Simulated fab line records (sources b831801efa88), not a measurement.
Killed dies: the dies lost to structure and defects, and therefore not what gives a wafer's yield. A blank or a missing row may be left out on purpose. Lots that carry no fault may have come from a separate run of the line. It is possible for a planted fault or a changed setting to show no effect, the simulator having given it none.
2 desks looking at one fault + flow gf180mcu + what lay behind the numbers comes last; until then each desk has only its own

FROM THE METROLOGY DESK
Means of the sampled wafers that have a number, per lot and without regard to the tool the lot ran on: this is what the gauges read. The brackets show how far a lot's mean lies from the usual mean; more than 4 standard deviations puts the lot out of limits, marked OUT.
Columns: A = PSD_OVL at GF_PSD_OVL_MEAS_08, usual 0.6 nm; B = cd nm at GF_SAB_CD_MEAS_09, usual 419.5 nm; C = CONTACT_W_RS at GF_CONTACT_RS_MEAS_25, usual 0.381 ohm/sq
| lot  | first seen here | A    | B     | C     |
|------|-----------------|------|-------|-------|
| L575 | day 14 13:06    | 1.0  | 417.5 | 0.379 |
| L576 | day 14 16:15    | 0.9  | 421.7 | 0.378 |
| L577 | day 14 21:10    | 3.2  | 419.2 | 0.383 |
| L578 | day 15 11:42    | -1.1 | 421.1 | 0.380 |
| L579 | day 15 18:30    | 0.9  | 421.4 | 0.380 |
| L581 | day 16 15:07    | 0.2  | 418.7 | 0.382 |
| L582 | day 17 01:55    | 0.6  | 420.9 | 0.379 |
| L590 | day 20 02:19    | 0.7  | 418.7 | 0.378 |
| L592 | day 20 15:08    | 1.6  | 421.6 | 0.380 |
| L593 | day 20 20:15    | 1.4  | 417.9 | 0.380 |
| L594 | day 21 06:19    | 1.8  | 417.4 | 0.384 |
| L595 | day 21 09:54    | 2.2  | 419.3 | 0.380 |
| L596 | day 21 18:23    | 0.7  | 420.5 | 0.380 |
| L597 | day 22 04:58    | -0.4 | 420.6 | 0.382 |
This desk found nothing out of limits on any of the 14 lots.

AT THE TOOL OWNER'S DESK: plasma asher-01
The tool's own readings at GF_HV_LDD_STRIP_37 (strips in O2/N2): means of the sampled wafers that have a number, for each lot that ran on this tool. The brackets show how far a lot's mean lies from the usual mean; more than 4 standard deviations puts the lot out of limits, marked OUT.
Columns: A = drypump motor current A at GF_HV_LDD_STRIP_37, usual 5.5 A; B = heater power w at GF_HV_LDD_STRIP_37, usual 338 W; C = oes product au at GF_HV_LDD_STRIP_37, usual 0.716 a.u.; D = strip time to endpoint s at GF_HV_LDD_STRIP_37, usual 12.63 s
| lot  | first seen here | A   | B   | C               | D     |
|------|-----------------|-----|-----|-----------------|-------|
| L577 | day 12 06:09    | 5.4 | 383 | 0.714           | 12.63 |
| L578 | day 12 18:45    | 5.4 | 386 | 0.718           | 12.66 |
| L581 | day 13 18:52    | 5.3 | 385 | 0.656 (-12) OUT | 12.68 |
| L582 | day 14 04:38    | 5.6 | 370 | 0.696           | 12.61 |
| L590 | day 17 00:03    | 5.5 | 379 | 0.719           | 12.65 |
| L592 | day 17 11:55    | 5.4 | 378 | 0.712           | 12.60 |
| L595 | day 18 06:24    | 5.4 | 374 | 0.717           | 12.56 |
This desk's finding: out of limits on L581; first on L581, day 13 18:52 (oes product au at GF_HV_LDD_STRIP_37). In limits: L577, L578, L582, L590, L592, L595.

ALL TOGETHER
An alarm could have come from the tool owner's desk at day 13 18:52, on L581.
Nothing out of limits was seen by the metrology desk.
The metrology desk has L581 on record, within its limits.
On plasma asher-01, each named lot ran GF_HV_LDD_STRIP_37.

WHAT THE SIMULATOR HAD INSERTED
plasma asher-01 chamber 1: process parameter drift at GF_HV_LDD_STRIP_37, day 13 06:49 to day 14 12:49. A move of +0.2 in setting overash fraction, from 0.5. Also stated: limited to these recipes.
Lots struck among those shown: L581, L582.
Each desk's first reading out of limits, in hours after the fault started: the tool owner's desk, 12.
